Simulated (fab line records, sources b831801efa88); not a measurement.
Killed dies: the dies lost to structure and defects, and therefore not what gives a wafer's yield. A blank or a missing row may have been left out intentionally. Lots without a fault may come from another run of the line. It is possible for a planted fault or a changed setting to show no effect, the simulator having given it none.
The same fault as seen by 2 desks | flow sfq line | only its own numbers are on each desk; what lay behind them is given at the end

THE TOOL OWNER'S DESK: pvd sputter-04
The tool's own readings at SFQ_TRILAYER_JJ_TRILAYER_DEP_SPUTTER_112 (material Nb, target thk 170 nm, time 113.3 s): means of the sampled wafers that have a number, for each lot that ran on this tool. A lot is out of limits, marked OUT, if its mean lies more than 4 standard deviations from the usual mean; the brackets give that distance.
Columns: A = throttle valve pct at SFQ_TRILAYER_JJ_TRILAYER_DEP_SPUTTER_112, usual 30.0 %
lot  | first seen here | A
L827 | day 47 23:29    | 29.7
L830 | day 50 08:01    | 29.7
L834 | day 52 06:11    | 29.7
L838 | day 54 20:42    | 29.6
L843 | day 55 04:06    | 29.5
L844 | day 55 08:17    | 29.9
This desk found nothing out of limits on any of the 6 lots.

THE METROLOGY DESK
Means of the sampled wafers that have a number, per lot and without regard to the tool the lot ran on: this is what the gauges read. A lot is out of limits, marked OUT, if its mean lies more than 4 standard deviations from the usual mean; the brackets give that distance.
Columns: A = JJ_NB_RS at SFQ_JJ_RS_MEAS_929, usual 1.044 ohm/sq; B = M8_AU_THK at SFQ_M8_THK_MEAS_950, usual 181.8 nm
lot  | first seen here | A               | B
L827 | day 47 23:34    | 1.041           | 180.3
L828 | day 48 11:41    | 1.035           | 181.6
L829 | day 49 06:56    | 1.039           | 184.7
L830 | day 50 08:05    | 1.057           | 181.5
L831 | day 50 15:19    | 1.048           | 181.0
L832 | day 51 10:29    | 1.031           | 182.5
L833 | day 51 16:04    | 1.031           | 182.8
L834 | day 52 06:17    | 1.048           | 182.3
L835 | day 52 13:40    | 1.047           | 181.9
L837 | day 54 18:23    | 1.058           | 179.4
L838 | day 54 20:48    | 1.040           | 183.3
L843 | day 55 04:11    | 1.465 (+32) OUT | 180.5
L844 | day 55 08:25    | 1.385 (+26) OUT | 183.6
L849 | day 55 14:33    | 1.051           | 183.4
Per this desk, out of limits: L843, L844; the first was L843, day 55 04:11 (JJ_NB_RS at SFQ_JJ_RS_MEAS_929). In limits: L827, L828, L829, L830, L831, L832, L833, L834, L835, L837, L838, L849.

TAKEN TOGETHER
On L843, L844, the metrology desk was in a position to raise an alarm at day 55 04:11.
The tool owner's desk saw nothing out of limits.
On record at the tool owner's desk: L843, L844, within its limits.
Every lot named ran SFQ_TRILAYER_JJ_TRILAYER_DEP_SPUTTER_112 on pvd sputter-04.

WHAT WAS PUT IN BY THE SIMULATOR
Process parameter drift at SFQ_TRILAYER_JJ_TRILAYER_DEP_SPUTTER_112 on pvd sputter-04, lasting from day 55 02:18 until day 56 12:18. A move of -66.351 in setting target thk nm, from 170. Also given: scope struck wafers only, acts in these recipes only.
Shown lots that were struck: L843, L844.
Hours from the fault's start to each desk's first reading out of limits: the metrology desk, 2.
